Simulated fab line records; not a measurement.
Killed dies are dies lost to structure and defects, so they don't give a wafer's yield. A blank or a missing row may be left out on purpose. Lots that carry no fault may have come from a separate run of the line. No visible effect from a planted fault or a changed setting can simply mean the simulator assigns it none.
A struck lot beside a sound one | flow sky130 | 43 steps out of a route of 708
Sound: the wafers L774.2, L774.3, L774.6. Struck: wafer L787.4. (L787.1, L787.6 of the same lot were not struck and are left out.) The cause comes at the end.
Order at every step that has rows: each side's tool, ch and its chambers, its first start. Under that, the readings that differ: sound wafers | struck wafers | difference of the means | sigmas: that difference in standard deviations of wafers without a fault.
alike: readings with means less than 2 such deviations apart, plus words and numbers identical on both sides. not compared: withheld readings, readings lacking a value on some wafer, bounds such as >300 that could conceal the same value, and numbers that have no deviation in the record and whose values overlap.
A row with sigmas, a row that says differs or no value, or rows on one side alone: a step with any of these is where the two part. Non-overlapping numbers with no deviation appear without sigmas and do not part them. Lack of a reading on every wafer of one side parts them only where that side has two or more wafers.

first, 2 steps without rows for these wafers: SKY_METAL4_PEB_11; SKY_METAL4_DEVELOP_12 (develop time 60 s).
SKY_METAL4_CD_MEAS_13: target cd 300 nm.
  sound: cd_sem-02 at day 43 14:28; struck: cd_sem-02 at day 47 03:38
  alike: cd_nm
SKY_METAL4_OVL_MEAS_14:
  sound: overlay-01 at day 43 14:34; struck: overlay-02 at day 47 03:46
  alike: METAL4_OVL
then, 8 steps without rows for these wafers: SKY_METAL4_DESCUM_15 (chemistry O2, time 8 s); SKY_METAL4_ETCH_16 (etches BARC in N2/H2, stops on SiO2, time 88.2 s, target depth 60 nm); SKY_METAL4_ETCH_17 (etches SiO2 in C4F8/O2/Ar, stops on TiN, time 3.9 s, target depth 15 nm); SKY_METAL4_METAL_ETCH_18 (etches the open film in Cl2/BCl3, stops on SiO2, target depth 845 nm, time 183.1 s); SKY_METAL4_STRIP_19 (strips in O2/N2); SKY_METAL4_STRIP_20 (strips in post etch residue remover, time 1200 s); SKY_METAL4_CLEAN_21 (cleans in IPA, time 180 s); SKY_METAL4_CLEAN_22 (cleans in O3/DIW).
SKY_VIA4_HDPCVD_00: deposits SiO2, target thk 1750 nm, time 291.7 s.
  sound on hdpcvd-02 ch 0,2, day 43 15:33; struck on hdpcvd-02 ch 0,1, day 47 04:46
SKY_VIA4_THK_MEAS_01:
  sound: film_metro-04 at day 43 15:44; struck: film_metro-03 at day 47 04:56
  alike: VIA4_HDPCVD_THK
then, 1 step without rows for these wafers: SKY_VIA4_CMP_02 (polishes SiO2).
SKY_VIA4_BOW_MEAS_03:
  sound: film_metro-02 at day 43 16:07; struck: film_metro-02 at day 47 05:18
  alike: VIA4_BOW
then, 7 steps without rows for these wafers: SKY_VIA4_DEHYDRATE_04 (time 60 s); SKY_VIA4_HMDS_05 (prime time 60 s); SKY_VIA4_COAT_06 (resist thk 1140 nm); SKY_VIA4_SOFTBAKE_07 (time 60 s); SKY_VIA4_EXPOSE_08 (exposes mask VIM4, target cd 800 nm); SKY_VIA4_PEB_09; SKY_VIA4_DEVELOP_10 (develop time 60 s).
SKY_VIA4_OVL_MEAS_11:
  sound: overlay-02 at day 44 14:49; struck: overlay-02 at day 48 01:04
  alike: VIA4_OVL
SKY_VIA4_ETCH_12: etches SiO2 in C4F8/O2/Ar, stops on TiN, target depth 580 nm.
  sound on rie_diel-04 ch 0,1,2, day 44 14:50; struck on rie_diel-04 ch 0, day 48 01:05
  alike: oes_product_au
SKY_VIA4_STRIP_13: strips in O2/N2.
  sound on plasma_asher-04 ch 0,1, day 44 14:55; struck on plasma_asher-02 ch 1, day 48 01:10
  reading                     | sound       | struck | difference | sigmas
  drypump_motor_current_A (A) | 5.6 6.0 5.9 | 4.9    | -0.9       | -2
  alike: oes_product_au, strip_time_to_endpoint_s
  not compared: rf_hours_counter_h
then, 4 steps without rows for these wafers: SKY_VIA4_STRIP_14 (strips in post etch residue remover, time 1200 s); SKY_VIA4_CLEAN_15 (cleans in IPA, time 180 s); SKY_VIA4_CLEAN_16 (cleans in O3/DIW); SKY_VIA4_SPUTTER_17 (material TiN, target thk 20 nm, time 80 s).
SKY_VIA4_CVD_18: deposits W, target thk 505 nm, time 152.14 s.
  sound on cvd_w-02 ch 0,1, day 44 15:34; struck on cvd_w-01 ch 1, day 48 01:49
  alike: heater_power_w
SKY_VIA4_RS_MEAS_19: a four-point-probe measurement.
  sound: film_metro-04 at day 44 15:44; struck: film_metro-02 at day 48 01:58
  reading            | sound                | struck | difference | sigmas
  VIA4_W_RS (ohm/sq) | 0.2271 0.2289 0.2271 | 0.2340 | +0.0063    | +2
SKY_VIA4_THK_MEAS_20: measures by xrf.
  sound: film_metro-04 at day 44 15:51; struck: film_metro-02 at day 48 02:05
  alike: VIA4_W_THK
SKY_VIA4_CMP_21: polishes, stops on SiO2, t overpolish 25 s, target thk 0 nm.
  sound on cmp-02 ch 1,3, day 44 16:09; struck on cmp-02 ch 2, day 48 02:12
  alike: motor_current_A, overpolish_run_s, time_to_endpoint_s
then, 2 steps without rows for these wafers: SKY_METAL5_SPUTTER_00 (material Ti, target thk 15 nm, time 10 s); SKY_METAL5_SPUTTER_01 (material TiN, target thk 20 nm, time 16.7 s).
SKY_METAL5_SPUTTER_02: material AlCu, target thk 1150 nm, time 61.2 s.
  sound: pvd_sputter-02 at day 44 16:27; struck: pvd_sputter-04 at day 48 02:30
  reading                | sound          | struck | difference | sigmas
  throttle_valve_pct (%) | 29.3 28.5 29.5 | 31.6   | +2.5       | +3
then, 2 steps without rows for these wafers: SKY_METAL5_SPUTTER_03 (material Ti, target thk 5 nm, time 3.3 s); SKY_METAL5_SPUTTER_04 (material TiN, target thk 70 nm, time 58.3 s).
SKY_METAL5_RS_MEAS_05: a four-point-probe measurement.
  sound: film_metro-04 at day 44 16:35; struck: film_metro-01 at day 48 02:37
  reading                 | sound                | struck | difference | sigmas
  METAL5_ALCU_RS (ohm/sq) | 0.0266 0.0264 0.0266 | 0.0273 | +0.0008    | +2
SKY_METAL5_THK_MEAS_06: measures by xrf.
  sound: film_metro-04 at day 44 16:42; struck: film_metro-01 at day 48 02:44
  alike: METAL5_ALCU_THK
then, 1 step without rows for these wafers: SKY_METAL5_DEHYDRATE_07 (time 60 s).
-- the record jumps here: 2 days lie between the struck wafers' starts before and after (it left off in module METAL5 and takes up again in module PAD_OPEN, whose first step shown is number 708 of the route) --
SKY_PAD_OPEN_PROBE_99:
  sound: prober-01 at day 47 10:31; struck: prober-01 at day 50 10:16
  reading                               | sound             | struck                   | difference                   | sigmas
  hold                                  | - - -             | await_dispo/3.2h/release | no value on the sound wafers |
  defect_limited_yield (%)              | 80.7 82.1 81.3    | 75.4                     | -6.0                         | -3
  killed_at_M4_up                       | 2 2 3             | 55                       | +53                          | +31
  killed_at_front_end                   | 21 25 25          | 14                       | -10                          | -2
  killed_dies                           | 95 88 92          | 121                      | +29                          | +3
  killed_short                          | 47 45 41          | 31                       | -13                          | -2
  sort_bin_3_pad_short (%)              | 1.0 1.0 1.2       | 4.1                      | +3.0                         | +7
  sort_n_pass                           | 397 404 400       | 371                      | -29                          | -3
  sort_yield_pct (%)                    | 80.7 82.1 81.3    | 75.4                     | -6.0                         | -3
  model.etest.tester.sort_n_pass        | 397 404 400       | 371                      | -29                          |
  model.etest.tester.sort_yield_pct (%) | 80.69 82.11 81.3  | 75.41                    | -5.96                        |
  model.etest.tester.sort_bin_5_pct (%) | 11.79 10.77 10.98 | 14.23                    | +3.05                        |
  model.etest.tester.sort_bin_3_pct (%) | 1.016 1.016 1.22  | 4.065                    | +2.981                       |
  alike: killed_at_M0_to_M3, killed_at_contacts, killed_at_other, killed_open, sort_bin_5_function, sort_bin_6_memory

## WHERE THEY PART
Last at SKY_PAD_OPEN_PROBE_99 as far as this record goes, first at SKY_VIA4_STRIP_13.

WHY: the cause the simulator had injected
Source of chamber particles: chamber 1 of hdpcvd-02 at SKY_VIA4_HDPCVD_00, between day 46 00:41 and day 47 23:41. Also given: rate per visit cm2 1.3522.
